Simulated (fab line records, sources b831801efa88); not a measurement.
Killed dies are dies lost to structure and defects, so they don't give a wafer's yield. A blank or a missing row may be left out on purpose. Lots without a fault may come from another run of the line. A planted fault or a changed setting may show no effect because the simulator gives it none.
Chamber matching | flow sky130 | SKY_VIA3_HDPCVD_00 on hdpcvd-01: 3 sister chambers
The step deposits SiO2, target thk 1635 nm, time 272.5 s. 6 wafers are shown with their chamber, then 10 later ones without.

WAFERS WITH THEIR CHAMBER
wafer  | chamber | susceptor_temp_C (C)
L744.6 | 1       | 399.92
L745.1 | 1       | 400.02
L745.4 | 0       | 400.30
L745.5 | 2       | 400.11
L748.4 | 2       | 399.51
L748.5 | 0       | 400.10

WAFERS WITHOUT THEIR CHAMBER
wafer  | susceptor_temp_C (C)
L748.6 | 400.00
L749.1 | 399.47
L749.2 | 399.90
L749.5 | 399.91
L751.2 | 400.04
L751.3 | 400.16
L751.6 | 400.26
L752.1 | 400.16
L752.2 | 399.97
L752.5 | 399.88

WHICH CHAMBER EACH WENT THROUGH
wafer  | from the rows above          | in truth
L748.6 | can't be placed: 1 or 2 or 0 | 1
L749.1 | can't be placed: 2 or 1 or 0 | 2
L749.2 | can't be placed: 1 or 2 or 0 | 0
L749.5 | can't be placed: 1 or 2 or 0 | 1
L751.2 | can't be placed: 1 or 0 or 2 | 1
L751.3 | can't be placed: 0 or 1 or 2 | 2
L751.6 | can't be placed: 0 or 1 or 2 | 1
L752.1 | can't be placed: 0 or 1 or 2 | 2
L752.2 | can't be placed: 1 or 2 or 0 | 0
L752.5 | can't be placed: 2 or 1 or 0 | 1
Placed correctly: 0 of 10. Can't be placed from these rows: 10 (the true chamber is among the candidates in 10). Placed wrongly: 0.
How it was worked out, from the rows above alone: a wafer's distance from a chamber is the root of the sum, over the readings, of the square of ((its reading less the chamber's mean) divided by the reading's scatter). The wafer belongs to the nearest chamber; if the next one is less than 2 further off, it can't be placed. A chamber's mean is the mean of its shown wafers. The scatter: the root of (the sum of the squares of (reading less its chamber's mean) over the shown wafers, divided by (wafers less chambers)).
